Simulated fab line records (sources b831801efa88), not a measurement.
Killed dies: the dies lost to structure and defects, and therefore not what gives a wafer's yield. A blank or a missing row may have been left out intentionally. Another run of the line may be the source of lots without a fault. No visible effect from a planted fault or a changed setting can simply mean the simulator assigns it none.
fab line records    flow sky130
[record] lots = 13  wafers = 39  last-day = 50
route steps=708 shown VT_ADJUST_HVTP@96 VT_ADJUST_LVTN@106 VT_ADJUST_HVTR@137
lots that met no fault: from a run of the same line without faults
start-h: hours from the record's first day to the start of the lot's first wafer shown    wait-h: hours since the lot's step before    " as in the row above    L1.1+2: a single row standing in for several wafers    - no value present, or no start provided    * or withheld: withheld    < > ~ a bound
route shown NAME@n: a module of which the file shows steps, and the number in the route of the first    usual: mean and standard deviation over wafers with no fault    same: alike in all rows    chamber/n: place in a boat    sites: the reading at each site    _std_site: the standard deviation of these    _edge_site: inner sites' mean taken away from outer sites' mean    radius-mm: how far each site lies from the wafer's centre    mask NAME#n: copy n    behind: the last tool/chamber to shape the wafer    hold: what put the lot on hold/how long, in hours/how the hold closed    device: which transistor (n, p or np) failed to switch    end of line: the tests these same wafers got at the end of their route    a step without rows: its recipe alone    killed: not the wafer's yield, but the dies lost to structure and defects at the first sort    map: dies across one wafer; x = killed, . = not, _ = none there
set.NAME: the run value of the setting; set.NAME@STEP: its run value at that earlier step    model.NAME: the simulator's own value behind a step, which no gauge read
the route's steps for a sample of lots (tables are steps, rows are wafers)
services: the hour from which a tool's chamber was out of use, counted from the record's first day as start-h (under 0 if before that day), plus the number of hours and why
[[steps]]
[step SKY_VT_ADJUST_HVTP_TW_MEAS_11]
[usual] VT_ADJUST_HVTP_TW = 1362/10
lot.wafer  tool           chamber  start-h  wait-h  VT_ADJUST_HVTP_TW
L921.2     film-metro-03  -        130.98   0.1     1350
L921.3     "              -        "        "       1349
L921.6     "              -        "        "       1351
L922.1     film-metro-01  -        134.91   0.1     1369
L922.2     "              -        "        "       1362
L922.6     "              -        "        "       1368
L923.1     film-metro-03  -        139.03   0.1     1353
L923.2     "              -        "        "       1353
L923.5     "              -        "        "       1353
L924.1     film-metro-03  -        148.82   0.1     1361
L924.2     "              -        "        "       1358
L924.3     "              -        "        "       1351
L925.1     film-metro-02  -        166.03   0.1     1367
L925.2     "              -        "        "       1371
L925.6     "              -        "        "       1365
L933.1     film-metro-02  -        209.82   0.1     1374
L933.3     "              -        "        "       1366
L933.4     "              -        "        "       1380
L932.2     film-metro-01  -        210.19   0.1     1369
L932.4     "              -        "        "       1373
L932.5     "              -        "        "       1373
L935.1     film-metro-03  -        225.03   0.1     1354
L935.2     "              -        "        "       1353
L935.5     "              -        "        "       1359
L939.3     film-metro-03  -        242.38   0.1     1345
L939.5     "              -        "        "       1348
L939.6     "              -        "        "       1355
L938.1     film-metro-03  -        243.58   0.1     1362
L938.4     "              -        "        "       1355
L938.5     "              -        "        "       1343
L940.1     film-metro-02  -        250.12   0.1     1377
L940.3     "              -        "        "       1377
L940.4     "              -        "        "       1375
L941.2     film-metro-03  -        257.78   0.1     1350
L941.3     "              -        "        "       1353
L941.4     "              -        "        "       1356
L943.1     film-metro-02  -        267.87   0.1     1370
L943.2     "              -        "        "       1364
L943.5     "              -        "        "       1367
[step SKY_VT_ADJUST_LVTN_STRIP_09]
[recipe] chemistry = O2/N2  power-w = 1400  pressure-mtorr = 1500  platen-temp-c = withheld  o2-flow-sccm = 3000  n2-flow-sccm = 300  overash-fraction = 0.5
[usual] drypump-motor-current-A = 5.5/0.35  oes-product-au = 0.723/0.0043  strip-time-to-endpoint-s = 36.91/0.089
lot.wafer  tool             chamber  start-h  wait-h  drypump-motor-current-A  oes-product-au  rf-hours-counter-h  strip-time-to-endpoint-s
L921.2     plasma-asher-02  0        149.75   0.1     5.8                      0.727           49                  36.93
L921.3     "                0        "        "       5.8                      0.726           -                   36.96
L921.6     "                1        "        "       5.8                      0.725           -                   36.87
L922.1     plasma-asher-01  0        154.40   0.1     4.9                      0.728           2                   37.05
L922.2     "                1        "        "       5.4                      0.720           2                   36.88
L922.6     "                1        "        "       5.4                      0.723           -                   36.90
L923.1     plasma-asher-04  0        158.74   0.1     6.0                      0.727           46                  36.90
L923.2     "                1        "        "       5.5                      0.723           46                  36.91
L923.5     "                1        "        "       5.5                      0.724           -                   36.94
L924.1     plasma-asher-01  1        168.55   0.1     5.4                      0.722           3                   36.85
L924.2     "                0        "        "       4.9                      0.714           3                   36.95
L924.3     "                0        "        "       4.9                      0.727           -                   36.94
L925.1     plasma-asher-02  1        186.49   0.1     5.8                      0.720           52                  36.80
L925.2     "                0        "        "       5.8                      0.720           52                  36.83
L925.6     "                1        "        "       5.8                      0.722           -                   36.85
L933.1     plasma-asher-02  0        232.30   0.1     5.8                      0.721           57                  36.82
L933.3     "                1        "        "       5.8                      0.726           -                   36.87
L933.4     "                0        "        "       5.8                      0.726           -                   36.72
L932.2     plasma-asher-01  1        232.55   0.1     5.4                      0.717           9                   37.01
L932.4     "                1        "        "       5.4                      0.724           -                   37.06
L932.5     "                0        "        "       4.9                      0.726           -                   37.01
L935.1     plasma-asher-01  1        247.44   0.1     5.4                      0.727           10                  36.94
L935.2     "                0        "        "       4.9                      0.726           10                  37.02
L935.5     "                0        "        "       5.0                      0.726           -                   36.98
L939.3     plasma-asher-01  0        266.12   0.1     4.9                      0.723           -                   37.06
L939.5     "                0        "        "       4.9                      0.720           -                   37.05
L939.6     "                1        "        "       5.4                      0.723           -                   36.86
L938.1     plasma-asher-01  1        267.85   0.1     5.4                      0.726           13                  36.91
L938.4     "                0        "        "       4.9                      0.719           -                   36.83
L938.5     "                1        "        "       5.4                      0.719           -                   36.87
L940.1     plasma-asher-01  1        274.19   0.1     5.4                      0.726           13                  36.80
L940.3     "                1        "        "       5.4                      0.718           -                   36.76
L940.4     "                0        "        "       4.9                      0.728           -                   36.86
L941.2     plasma-asher-02  1        281.99   0.1     5.7                      0.729           62                  36.82
L941.3     "                1        "        "       5.7                      0.718           -                   36.95
L941.4     "                0        "        "       5.8                      0.725           -                   37.05
L943.1     plasma-asher-02  1        292.74   0.1     5.8                      0.717           63                  36.84
L943.2     "                0        "        "       5.8                      0.718           63                  36.90
L943.5     "                1        "        "       5.8                      0.727           -                   36.74
[step SKY_VT_ADJUST_HVTR_DEVELOP_06]
[recipe] develop-time-s = 60  dev-temp-c = 22.28
[usual] resist-line-temp-C = 23.00/0.11
lot.wafer  tool            chamber  start-h  wait-h  resist-line-temp-C
L921.2     litho-track-04  0        212.55   0.1     23.01
L921.3     "               0        "        "       23.00
L921.6     "               0        "        "       23.00
L922.1     litho-track-04  0        217.32   0.1     23.00
L922.2     "               0        "        "       22.89
L922.6     "               0        "        "       22.82
L923.1     litho-track-02  0        222.52   0.1     23.17
L923.2     "               0        "        "       23.07
L923.5     "               0        "        "       23.13
L924.1     litho-track-04  0        233.37   0.1     23.20
L924.2     "               0        "        "       23.19
L924.3     "               0        "        "       23.11
L925.1     litho-track-04  0        252.82   0.1     22.99
L925.2     "               0        "        "       23.06
L925.6     "               0        "        "       22.98
L933.1     litho-track-01  0        304.46   0.1     22.84
L933.3     "               0        "        "       22.94
L933.4     "               0        "        "       22.87
L932.2     litho-track-04  0        306.50   0.1     23.17
L932.4     "               0        "        "       23.16
L932.5     "               0        "        "       22.82
L935.1     litho-track-02  0        322.62   0.1     23.08
L935.2     "               0        "        "       23.04
L935.5     "               0        "        "       22.97
L939.3     litho-track-04  0        341.97   0.1     23.05
L939.5     "               0        "        "       22.94
L939.6     "               0        "        "       23.21
L938.1     litho-track-04  0        344.42   0.1     22.81
L938.4     "               0        "        "       22.89
L938.5     "               0        "        "       22.83
L940.1     litho-track-04  0        351.32   0.1     22.92
L940.3     "               0        "        "       23.07
L940.4     "               0        "        "       23.09
L941.2     litho-track-04  0        361.65   0.1     23.15
L941.3     "               0        "        "       23.09
L941.4     "               0        "        "       23.18
L943.1     litho-track-04  0        371.32   0.1     23.09
L943.2     "               0        "        "       23.00
L943.5     "               0        "        "       23.10
[step SKY_VT_ADJUST_HVTR_CD_MEAS_07]
[recipe] target-cd-nm = 380
[usual] cd-nm = 380.4/2.2
lot.wafer  tool       chamber  start-h  wait-h  cd-nm
L921.2     cd-sem-01  -        212.69   0.1     382.0
L921.3     "          -        "        "       382.5
L921.6     "          -        "        "       383.4
L922.1     cd-sem-01  -        217.47   0.1     381.3
L922.2     "          -        "        "       379.6
L922.6     "          -        "        "       381.8
L923.1     cd-sem-01  -        222.67   0.1     382.4
L923.2     "          -        "        "       379.9
L923.5     "          -        "        "       380.2
L924.1     cd-sem-01  -        233.52   0.1     397.7
L924.2     "          -        "        "       395.2
L924.3     "          -        "        "       378.8
L925.1     cd-sem-02  -        252.97   0.1     398.9
L925.2     "          -        "        "       395.0
L925.6     "          -        "        "       380.0
L933.1     cd-sem-02  -        304.61   0.1     381.8
L933.3     "          -        "        "       381.6
L933.4     "          -        "        "       386.0
L932.2     cd-sem-01  -        306.64   0.1     380.6
L932.4     "          -        "        "       380.6
L932.5     "          -        "        "       379.8
L935.1     cd-sem-02  -        322.77   0.1     380.1
L935.2     "          -        "        "       380.3
L935.5     "          -        "        "       380.9
L939.3     cd-sem-02  -        342.11   0.1     377.1
L939.5     "          -        "        "       375.6
L939.6     "          -        "        "       378.3
L938.1     cd-sem-02  -        344.57   0.1     380.5
L938.4     "          -        "        "       381.5
L938.5     "          -        "        "       380.2
L940.1     cd-sem-01  -        351.47   0.1     379.6
L940.3     "          -        "        "       380.1
L940.4     "          -        "        "       379.2
L941.2     cd-sem-01  -        361.79   0.1     382.1
L941.3     "          -        "        "       382.0
L941.4     "          -        "        "       381.1
L943.1     cd-sem-01  -        371.47   0.1     381.3
L943.2     "          -        "        "       380.3
L943.5     "          -        "        "       382.7
[step SKY_VT_ADJUST_HVTR_OVL_MEAS_08]
[usual] VT_ADJUST_HVTR_OVL = -0.2/1.5
lot.wafer  tool        chamber  start-h  wait-h  VT_ADJUST_HVTR_OVL[nm]
L921.2     overlay-02  -        212.80   0.1     1.4
L921.3     "           -        "        "       3.2
L921.6     "           -        "        "       -0.2
L922.1     overlay-02  -        217.59   0.1     -0.9
L922.2     "           -        "        "       -0.9
L922.6     "           -        "        "       -0.7
L923.1     overlay-01  -        222.79   0.1     0.1
L923.2     "           -        "        "       0.6
L923.5     "           -        "        "       -0.3
L924.1     overlay-01  -        233.64   0.1     2.5
L924.2     "           -        "        "       1.4
L924.3     "           -        "        "       2.4
L925.1     overlay-01  -        253.09   0.1     -0.5
L925.2     "           -        "        "       -2.0
L925.6     "           -        "        "       -0.1
L933.1     overlay-02  -        304.73   0.1     -0.2
L933.3     "           -        "        "       -2.2
L933.4     "           -        "        "       -0.7
L932.2     overlay-02  -        306.75   0.1     -1.1
L932.4     "           -        "        "       0.9
L932.5     "           -        "        "       0.6
L935.1     overlay-02  -        322.89   0.1     -0.7
L935.2     "           -        "        "       0.8
L935.5     "           -        "        "       0.3
L939.3     overlay-01  -        342.20   0.1     -0.2
L939.5     "           -        "        "       1.4
L939.6     "           -        "        "       0.9
L938.1     overlay-01  -        344.69   0.1     -1.0
L938.4     "           -        "        "       1.0
L938.5     "           -        "        "       1.1
L940.1     overlay-02  -        351.59   0.1     1.2
L940.3     "           -        "        "       0.6
L940.4     "           -        "        "       0.7
L941.2     overlay-02  -        361.90   0.1     0.0
L941.3     "           -        "        "       0.2
L941.4     "           -        "        "       -1.2
L943.1     overlay-02  -        371.59   0.1     -2.1
L943.2     "           -        "        "       -1.1
L943.5     "           -        "        "       -1.4
[[services]]
tool             chamber  start-h  hours  kind
plasma-asher-02  -        141.83   1.6    repair
plasma-asher-01  -        172.23   3.5    repair
plasma-asher-01  -        202.07   3.4    repair
plasma-asher-04  -        221.36   5.4    repair
plasma-asher-01  -        229.66   2.8    pm
plasma-asher-04  -        244.13   2.8    pm
plasma-asher-04  -        246.92   1.7    repair
plasma-asher-04  -        255.54   11.1   repair
plasma-asher-04  -        292.17   8.3    repair
litho-track-04   -        329.12   -      consumable-replace:filter
plasma-asher-04  -        340.08   15.6   pm
plasma-asher-04  -        360.80   8.6    repair
[[key]]
[first-sign] step = SKY_VT_ADJUST_HVTR_CD_MEAS_07  reading = cd-nm  direction = up  sigmas = 7.3  usual = 380.4  struck = 396.7
effect none on later readings
met-at SKY_VT_ADJUST_HVTR_DEVELOP_06
struck-lots L924,L925
struck-wafers L924.1,L924.2,L925.1,L925.2
tester-left-out L924,L925
not-acting-at SKY_VT_ADJUST_HVTP_TW_MEAS_11,SKY_VT_ADJUST_LVTN_STRIP_09,SKY_VT_ADJUST_HVTR_OVL_MEAS_08
onset-between 217.32 233.37
[fault] kind = process-parameter-drift  tool = litho-track-04  chamber = -  onset-h = 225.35  steps = SKY_VT_ADJUST_HVTR_DEVELOP_06  channel = develop-time-s  offset = *  shape = step  end-h = 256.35  scope = struck-wafers-only  acts-in = *  stated = *
// tester-left-out: of these lots the tester's yield and bins aren't shown, on N5 and GAA mostly nor the transistor test; their killed dies are dies lost to structure and defects alone, not to doping, threshold or leakage, so they don't give the yield
